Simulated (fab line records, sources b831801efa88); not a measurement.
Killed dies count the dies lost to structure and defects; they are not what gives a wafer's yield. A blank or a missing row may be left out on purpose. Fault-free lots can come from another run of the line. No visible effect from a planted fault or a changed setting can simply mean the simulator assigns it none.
Struck lot and sound lot, side by side	flow gf180mcu	16 steps out of a route of 602
Sound: these wafers, L898.3, L898.4, L898.6. The struck wafers were L904.3, L904.4, L904.5. Last of all comes the cause.
Each step with rows lists, per side, the tool, then ch with its chambers, then its first start. Under that, the readings that differ: sound wafers	struck wafers	difference of the means	sigmas: that difference in standard deviations of wafers without a fault.
alike: words and numbers the same on both sides, and readings whose means are apart by under 2 such deviations; not compared: readings that were withheld, readings missing a value for some wafer, numbers with overlapping values and no deviation given by the record, and bounds like >300 which may hide the same value.
Wherever a step has rows on one side only, a row that says differs or no value, or a row with sigmas, the two part there. When numbers do not overlap yet have no deviation, they are printed without sigmas and do not part them. A reading that every wafer of one side lacks parts them only if that side has two wafers or more.

GF_CONTACT_STRIP_18: strips in O2/N2.
  sound on plasma-asher-02 ch 0,1, day 18 07:05; struck on plasma-asher-03 ch 0,1, day 20 14:29
  alike: drypump-motor-current-A, heater-power-w, n2-flow-sccm, oes-product-au
  not compared: rf-hours-counter-h
then, 3 steps without rows for these wafers: GF_CONTACT_CLEAN_19 (cleans in SPM); GF_CONTACT_CLEAN_20 (cleans in DIW); GF_CONTACT_CLEAN_21 (cleans in dHF, time 20 s).
GF_CONTACT_SPUTTER_22: material Ti, target thk 15 nm, time 80.02 s.
  sound: pvd-sputter-02 at day 18 07:22; struck: pvd-sputter-03 at day 20 14:45
  alike: throttle-valve-pct
then, 2 steps without rows for these wafers: GF_CONTACT_SPUTTER_23 (material TiN, target thk 10 nm, time 40 s); GF_CONTACT_CVD_24 (deposits W, target thk 300 nm, time 90.339 s).
GF_CONTACT_RS_MEAS_25: measures by four-point-probe.
  sound: film-metro-04 at day 18 07:36; struck: film-metro-03 at day 20 14:59
  alike: CONTACT_W_RS
GF_CONTACT_THK_MEAS_26: measures by xrf.
  sound: film-metro-04 at day 18 07:42; struck: film-metro-03 at day 20 15:05
  alike: CONTACT_W_THK
then, 2 steps without rows for these wafers: GF_CONTACT_CMP_27 (polishes, stops on SiO2, t overpolish 15 s, target thk 0 nm); GF_M1_SPUTTER_00 (material Ti, target thk 37.5 nm, time 150 s).
GF_M1_SPUTTER_01: material TiN, target thk 30 nm, time 25 s.
  sound: pvd-sputter-04 at day 18 08:08; struck: pvd-sputter-01 at day 20 15:32
  alike: throttle-valve-pct
GF_M1_SPUTTER_02: material AlCu, target thk 450 nm, time 23.9 s.
  sound: pvd-sputter-04 at day 18 08:10; struck: pvd-sputter-01 at day 20 15:34
reading	sound	struck	difference	sigmas
model.AlCu_of_M1_SPUTTER_02.thk-nm (nm)	448.2 449.6 444.8	274.4 273.5 278.1	-172.2	
  alike: throttle-valve-pct
GF_M1_SPUTTER_03: material Ti, target thk 10 nm, time 6.7 s.
  sound: pvd-sputter-04 at day 18 08:12; struck: pvd-sputter-01 at day 20 15:35
  alike: throttle-valve-pct
GF_M1_SPUTTER_04: material TiN, target thk 50 nm, time 41.7 s.
  sound: pvd-sputter-04 at day 18 08:13; struck: pvd-sputter-01 at day 20 15:37
  alike: throttle-valve-pct
GF_M1_RS_MEAS_05: measures by four-point-probe.
  sound: film-metro-01 at day 18 08:18; struck: film-metro-04 at day 20 16:05
reading	sound	struck	difference	sigmas
M1_ALCU_RS (ohm/sq)	0.0699 0.0696 0.0705	0.1147 0.1153 0.1131	+0.0444	+68
  not compared: hold

== WHERE THEY PART ==
Only at GF_M1_RS_MEAS_05, within this record.

WHY: whatever the simulator had introduced
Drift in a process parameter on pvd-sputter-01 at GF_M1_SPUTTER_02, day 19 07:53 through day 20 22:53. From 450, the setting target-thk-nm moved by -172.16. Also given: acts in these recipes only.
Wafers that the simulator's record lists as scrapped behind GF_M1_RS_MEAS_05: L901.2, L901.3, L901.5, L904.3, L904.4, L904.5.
